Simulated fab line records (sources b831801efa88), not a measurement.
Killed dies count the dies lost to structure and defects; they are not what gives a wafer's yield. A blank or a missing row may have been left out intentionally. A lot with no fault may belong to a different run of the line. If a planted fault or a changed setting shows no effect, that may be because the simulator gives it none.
The tool behind it: which one? / flow gf180mcu / 11 lots with 33 wafers sampled at 3 steps, on a route of 602 steps

WHAT EACH GAUGE READ, for each wafer
GF_V3_RS_MEAS_24: the measuring method here is four-point-probe.
lot=L548; measured=day 22 06:51; on=filmMetro-01; V3_W_RS (ohm/sq)=0.3306 0.3259 0.3252
lot=L549; measured=day 22 19:54; on=filmMetro-04; V3_W_RS (ohm/sq)=0.3232 0.3226 0.3228
lot=L552; measured=day 24 08:38; on=filmMetro-04; V3_W_RS (ohm/sq)=0.3298 0.3273 0.3304
lot=L553; measured=day 24 14:05; on=filmMetro-01; V3_W_RS (ohm/sq)=0.3277 0.3287 0.3271
lot=L558; measured=day 26 00:29; on=filmMetro-04; V3_W_RS (ohm/sq)=0.2847 0.2846 0.2811
lot=L559; measured=day 26 13:16; on=filmMetro-01; V3_W_RS (ohm/sq)=0.2842 0.2832 0.2865
lot=L561; measured=day 26 23:24; on=filmMetro-02; V3_W_RS (ohm/sq)=0.2800 0.2788 0.2825
lot=L566; measured=day 28 12:04; on=filmMetro-02; V3_W_RS (ohm/sq)=0.3290 0.3286 0.3260
lot=L568; measured=day 28 23:52; on=filmMetro-04; V3_W_RS (ohm/sq)=0.3242 0.3252 0.3260
lot=L570; measured=day 29 10:21; on=filmMetro-04; V3_W_RS (ohm/sq)=0.3327 0.3305 0.3321
lot=L571; measured=day 29 15:53; on=filmMetro-01; V3_W_RS (ohm/sq)=0.3296 0.3297 0.3254

WHAT TOOL EACH LOT RAN ON (gives the tool, then ch and the chambers of the sampled wafers, and finally the start)
lot=L548; GF_M3_METAL_ETCH_16=rieMetal-03 ch 0,1, day 21 04:55; GF_V3_CVD_23=cvdW-02 ch 0,1, day 22 06:44
lot=L549; GF_M3_METAL_ETCH_16=rieMetal-03 ch 0,1, day 21 17:54; GF_V3_CVD_23=cvdW-02 ch 0,1, day 22 19:47
lot=L552; GF_M3_METAL_ETCH_16=rieMetal-01 ch 0,1, day 23 07:38; GF_V3_CVD_23=cvdW-01 ch 0,1, day 24 08:30
lot=L553; GF_M3_METAL_ETCH_16=rieMetal-04 ch 0, day 23 13:14; GF_V3_CVD_23=cvdW-02 ch 0, day 24 13:53
lot=L558; GF_M3_METAL_ETCH_16=rieMetal-04 ch 0,1, day 25 01:15; GF_V3_CVD_23=cvdW-02 ch 0,1, day 26 00:22
lot=L559; GF_M3_METAL_ETCH_16=rieMetal-04 ch 0,1, day 25 13:32; GF_V3_CVD_23=cvdW-02 ch 0,1, day 26 13:10
lot=L561; GF_M3_METAL_ETCH_16=rieMetal-01 ch 1, day 26 00:26; GF_V3_CVD_23=cvdW-02 ch 0, day 26 23:16
lot=L566; GF_M3_METAL_ETCH_16=rieMetal-03 ch 0,1, day 27 14:16; GF_V3_CVD_23=cvdW-01 ch 0,1, day 28 11:57
lot=L568; GF_M3_METAL_ETCH_16=rieMetal-04 ch 0,1, day 28 01:17; GF_V3_CVD_23=cvdW-01 ch 0,1, day 28 23:45
lot=L570; GF_M3_METAL_ETCH_16=rieMetal-03 ch 0,1, day 28 13:19; GF_V3_CVD_23=cvdW-01 ch 0,1, day 29 10:13
lot=L571; GF_M3_METAL_ETCH_16=rieMetal-03 ch 0,1, day 28 18:26; GF_V3_CVD_23=cvdW-01 ch 0,1, day 29 15:46
- GF_M3_METAL_ETCH_16: etches the open film in Cl2/BCl3, stops on SiO2, target depth 627.5 nm, time 104.6 s.
- GF_V3_CVD_23: deposits W, target thk 350 nm, time 104.9 s.

THE ANSWER, worked out from the rows above alone
Rule: the lots themselves supply what counts as usual. The widest of any qualifying gaps counts: lots, ordered by their means at a reading, are off when they make up no more than a third of the lots, leave a main group of 4 or more, and stand apart from it by 3 or more times the standard deviation of that group's means. If all means in a main group match to the digits the tables above print for the reading, that group is not used. Also off: a lot with no number at a reading for which 4 or more lots have one. Any other lot the step has rows for is counted as sound.
Off: L558, L559, L561, seen at GF_V3_RS_MEAS_24 (V3_W_RS). Mean 0.3275 ohm/sq and standard deviation 0.0025 in the main group.
A tool fits if, at a process step before that reading, it ran every lot that is off, and no sound lot after the first of them. The gauges at GF_V3_RS_MEAS_24 are tried like those tools. One candidate fits, namely cvdW-02 at GF_V3_CVD_23. Its last sound lot is L553 (day 24 13:53), its first lot that is off L558 (day 26 00:22): a fault that began between those two fits.

WHAT THE SIMULATOR HAD PUT IN
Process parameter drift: cvdW-02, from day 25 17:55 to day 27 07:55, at GF_V3_CVD_23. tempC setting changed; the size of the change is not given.
Lots struck among those shown: L558, L559, L561. The rule above found the same.
